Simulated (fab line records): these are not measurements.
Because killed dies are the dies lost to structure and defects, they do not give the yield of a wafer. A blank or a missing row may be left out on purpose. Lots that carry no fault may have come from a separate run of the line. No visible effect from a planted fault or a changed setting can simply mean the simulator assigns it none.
Struck lot and sound lot, side by side -- flow sky130 -- 14 steps out of a route of 708
Sound: wafers L681.1, L681.2, L681.3. Wafers L678.2, L678.4, L678.6 were the ones struck. Last of all comes the cause.
Per side, at each step with rows, come the tool, then ch with its chambers, and then its first start. Under that, the readings that differ: sound wafers -- struck wafers -- difference of the means -- sigmas: that difference in standard deviations of wafers without a fault.
alike: same words and numbers on both sides, and readings whose means sit less than 2 such deviations apart. not compared: any withheld reading, any reading some wafer has no value for, any bound like >300 that may hide the same value, and any number with overlapping values for which the record gives no deviation.
The two part at a step that has a row with sigmas, a row that says differs or no value, or rows on one side only. Numbers that don't overlap but have no deviation are shown without sigmas and don't part them. Lack of a reading on every wafer of one side parts them only where that side has two or more wafers.

SKY_SD_N_RS_MEAS_17: a four-point-probe measurement.
  struck on film_metro-01, day 32 14:50; sound on film_metro-01, day 33 09:05
  alike: SD_P_RS
SKY_SD_N_RS_MEAS_18: a four-point-probe measurement.
  struck on film_metro-01, day 32 14:58; sound on film_metro-01, day 33 09:12
  alike: RES_XHIGH_RS
then, 2 steps without rows for these wafers: SKY_SALICIDE_CLEAN_00 (cleans in HF-last, time 30 s); SKY_LI_CONTACT_HDPCVD_00 (deposits PSG, target thk 930 nm, time 161.4 s).
SKY_LI_CONTACT_THK_MEAS_01:
  struck on film_metro-04, day 32 15:11; sound on film_metro-04, day 33 09:26
  alike: LI_CONTACT_HDPCVD_THK
SKY_LI_CONTACT_CMP_02: polishes PSG.
  sound on cmp-02 ch 0,1,3, day 33 09:30; struck on cmp-01 ch 1,3, day 32 15:14
  alike: head_pressure_psi, motor_current_A, platen_rpm, time_to_endpoint_s
SKY_LI_CONTACT_BOW_MEAS_03:
  struck on film_metro-04, day 32 15:34; sound on film_metro-01, day 33 09:48
  alike: LI_CONTACT_BOW
then, 5 steps without rows for these wafers: SKY_LI_CONTACT_DEHYDRATE_04 (time 60 s); SKY_LI_CONTACT_HMDS_05 (prime time 60 s); SKY_LI_CONTACT_COAT_06 (resist thk 60 nm); SKY_LI_CONTACT_COAT_07 (resist thk 450 nm); SKY_LI_CONTACT_SOFTBAKE_08 (time 90 s).
SKY_LI_CONTACT_EXPOSE_09: exposes mask LICM1, target cd 170 nm.
  sound on krf_scanner-02 ch 0, day 33 23:23; struck on krf_scanner-02, day 33 05:15
  no value came back on the struck wafers for exposure_dose_mJ_cm2, focus_offset_nm (nm), sigma_inner; on the sound wafers exposure_dose_mJ_cm2 reads 38.03 37.96 38.01
  alike: mask
then, 1 step without rows for these wafers: SKY_LI_CONTACT_PEB_10.

WHERE THEY PART
Only at SKY_LI_CONTACT_EXPOSE_09, as far as this record shows.

WHY: whatever the simulator had introduced
Step skipped in full: krf_scanner-02, at SKY_LI_CONTACT_EXPOSE_09, from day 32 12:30 onward. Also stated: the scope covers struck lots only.
